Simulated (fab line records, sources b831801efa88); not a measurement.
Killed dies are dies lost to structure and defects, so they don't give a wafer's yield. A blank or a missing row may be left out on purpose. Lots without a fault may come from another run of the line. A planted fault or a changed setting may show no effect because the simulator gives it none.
A struck lot beside a sound one | flow sky130 | 43 steps out of a route of 708
Sound: wafers L233.1, L233.2, L233.6. Struck: wafers L242.2, L242.3, L242.4. The cause comes at the end.
At each step with rows: each side's tool, then ch and its chambers, then its first start. Under that, the readings that differ: sound wafers | struck wafers | difference of the means | sigmas: that difference in standard deviations of wafers without a fault.
alike: readings whose means differ by less than 2 such deviations, and words and numbers that are the same on both sides. not compared: withheld readings, readings that some wafer has no value for, bounds like >300 that may hide the same value, and numbers for which the record gives no deviation and whose values overlap.
The two part at a step that has a row with sigmas, a row that says differs or no value, or rows on one side only. Numbers that don't overlap but have no deviation are shown without sigmas and don't part them. A reading that every wafer of one side lacks parts them only if that side has two wafers or more.

first, 5 steps without rows for these wafers: SKY_VIA3_COAT_07 (resist thk 450 nm); SKY_VIA3_SOFTBAKE_08 (time 90 s); SKY_VIA3_EXPOSE_09 (exposes mask VIM3, target cd 200 nm); SKY_VIA3_PEB_10; SKY_VIA3_DEVELOP_11 (develop time 60 s).
SKY_VIA3_CD_MEAS_12: target cd 200 nm.
  sound on cd_sem-01, day 39 17:51; struck on cd_sem-02, day 42 13:09
  alike: cd_nm
SKY_VIA3_OVL_MEAS_13:
  sound on overlay-02, day 39 17:58; struck on overlay-01, day 42 13:16
  alike: VIA3_OVL
then, 5 steps without rows for these wafers: SKY_VIA3_ETCH_14 (etches BARC in N2/H2, stops on SiO2, time 45.9 s, target depth 60 nm); SKY_VIA3_ETCH_15 (etches SiO2 in C4F8/O2/Ar, stops on TiN, target depth 507 nm, time 78 s); SKY_VIA3_STRIP_16 (strips in O2/N2); SKY_VIA3_STRIP_17 (strips in post etch residue remover, time 1200 s); SKY_VIA3_CLEAN_18 (cleans in IPA, time 180 s).
SKY_VIA3_CLEAN_19: cleans in O3/DIW.
  sound on wet_bench-01 ch 3, day 39 18:37; struck on wet_bench-01 ch 2, day 42 13:56
SKY_VIA3_SPUTTER_20: material TiN, target thk 20 nm, time 80 s.
  sound on pvd_sputter-02, day 39 18:43; struck on pvd_sputter-03, day 42 14:02
  alike: throttle_valve_pct
then, 1 step without rows for these wafers: SKY_VIA3_CVD_21 (deposits W, target thk 390 nm, time 117.31 s).
SKY_VIA3_RS_MEAS_22: measures by four-point-probe.
  sound on film_metro-02, day 39 18:53; struck on film_metro-03, day 42 14:14
  alike: VIA3_W_RS
SKY_VIA3_THK_MEAS_23: measures by xrf.
  sound on film_metro-02, day 39 19:01; struck on film_metro-03, day 42 14:20
  alike: VIA3_W_THK
SKY_VIA3_CMP_24: polishes, stops on SiO2, t overpolish 20 s, target thk 0 nm.
  sound on cmp-02 ch 0,1,2, day 39 19:10; struck on cmp-02 ch 0,1,3, day 42 14:26
  alike: edge_zone_pressure_frac, motor_current_A, overpolish_run_s, slurry_flow_ml_min, time_to_endpoint_s
then, 2 steps without rows for these wafers: SKY_METAL4_SPUTTER_00 (material Ti, target thk 15 nm, time 10 s); SKY_METAL4_SPUTTER_01 (material TiN, target thk 20 nm, time 16.7 s).
SKY_METAL4_SPUTTER_02: material AlCu, target thk 735 nm, time 39.1 s.
  sound on pvd_sputter-03, day 39 19:25; struck on pvd_sputter-02, day 42 14:44
  alike: throttle_valve_pct
SKY_METAL4_SPUTTER_03: material Ti, target thk 5 nm, time 3.3 s.
  sound on pvd_sputter-03, day 39 19:28; struck on pvd_sputter-02, day 42 14:47
  alike: throttle_valve_pct
then, 2 steps without rows for these wafers: SKY_METAL4_SPUTTER_04 (material TiN, target thk 70 nm, time 58.3 s); SKY_CAP2M_CVD_00 (deposits SiO2, target thk 15.5 nm).
SKY_CAP2M_THK_MEAS_01:
  sound on film_metro-03, day 39 19:33; struck on film_metro-01, day 42 14:53
  alike: CAP2M_CVD_00_THK
then, 1 step without rows for these wafers: SKY_CAP2M_SPUTTER_02 (material TiN, target thk 200 nm, time 166.7 s).
SKY_CAP2M_RS_MEAS_03: measures by four-point-probe.
  sound on film_metro-03, day 39 19:43; struck on film_metro-04, day 42 15:04
  alike: CAP2M_TIN_RS
SKY_CAP2M_THK_MEAS_04: measures by xrf.
  sound on film_metro-03, day 39 19:50; struck on film_metro-04, day 42 15:10
  alike: CAP2M_TIN_THK
then, 7 steps without rows for these wafers: SKY_CAP2M_DEHYDRATE_05 (time 60 s); SKY_CAP2M_HMDS_06 (prime time 60 s); SKY_CAP2M_COAT_07 (resist thk 1140 nm); SKY_CAP2M_SOFTBAKE_08 (time 60 s); SKY_CAP2M_EXPOSE_09 (exposes mask CAP2M, target cd 1000 nm); SKY_CAP2M_PEB_10; SKY_CAP2M_DEVELOP_11 (develop time 60 s).
SKY_CAP2M_OVL_MEAS_12:
  sound on overlay-01, day 40 20:47; struck on overlay-01, day 43 13:50
  alike: CAP2M_OVL
SKY_CAP2M_METAL_ETCH_13: etches TiN in Cl2/BCl3, stops on SiO2, target depth 220 nm, time 62.9 s.
  sound on rie_metal-02 ch 0,1, day 40 20:49; struck on rie_metal-01 ch 0,1, day 43 13:52
  alike: drypump_motor_current_A, oes_product_au, throttle_valve_pct
  not compared: rf_hours_counter_h
then, 5 steps without rows for these wafers: SKY_CAP2M_STRIP_14 (strips in O2/N2); SKY_CAP2M_STRIP_15 (strips in post etch residue remover, time 1200 s); SKY_CAP2M_CLEAN_16 (cleans in IPA, time 180 s); SKY_CAP2M_CLEAN_17 (cleans in O3/DIW); SKY_METAL4_DEHYDRATE_05 (time 60 s).
-- the record jumps here: 5 days lie between the struck wafers' starts before and after (it left off in module METAL4 and takes up again in module PAD_OPEN, whose first step shown is number 708 of the route) --
SKY_PAD_OPEN_PROBE_99:
  sound on prober-02, day 45 21:55; struck on prober-01, day 48 06:06
  reading                               | sound              | struck                                                                     | difference                   | sigmas
  hold                                  | - - -              | await_dispo/1.9h/release await_dispo/1.9h/release await_dispo/1.9h/release | no value on the sound wafers |
  defect_limited_yield (%)              | 81.7 84.8 81.3     | 70.7 71.5 68.7                                                             | -12.3                        | -6
  killed_at_M0_to_M3                    | 43 34 47           | 113 101 112                                                                | +67                          | +10
  killed_dies                           | 90 75 92           | 144 140 154                                                                | +60                          | +6
  sort_bin_3_pad_short (%)              | 0.8 0.2 0.8        | 3.3 4.5 5.3                                                                | +3.8                         | +9
  sort_bin_5_function (%)               | 10.8 9.1 9.1       | 18.7 15.4 19.1                                                             | +8.1                         | +5
  sort_n_pass                           | 402 417 400        | 348 352 338                                                                | -60                          | -6
  sort_yield_pct (%)                    | 81.7 84.8 81.3     | 70.7 71.5 68.7                                                             | -12.3                        | -6
  model.etest.tester.sort_n_pass        | 402 417 400        | 348 352 338                                                                | -60                          |
  model.etest.tester.sort_yield_pct (%) | 81.71 84.76 81.3   | 70.73 71.54 68.7                                                           | -12.27                       |
  model.etest.tester.sort_bin_5_pct (%) | 10.77 9.146 9.146  | 18.7 15.45 19.11                                                           | +8.1                         |
  model.etest.tester.sort_bin_3_pct (%) | 0.813 0.2033 0.813 | 3.252 4.472 5.285                                                          | +3.727                       |
  alike: killed_at_M4_up, killed_at_contacts, killed_at_front_end, killed_at_other, killed_open, killed_short, sort_bin_6_memory

WHERE THEY PART
Only at SKY_PAD_OPEN_PROBE_99, within this record.

WHY: what the simulator had put in
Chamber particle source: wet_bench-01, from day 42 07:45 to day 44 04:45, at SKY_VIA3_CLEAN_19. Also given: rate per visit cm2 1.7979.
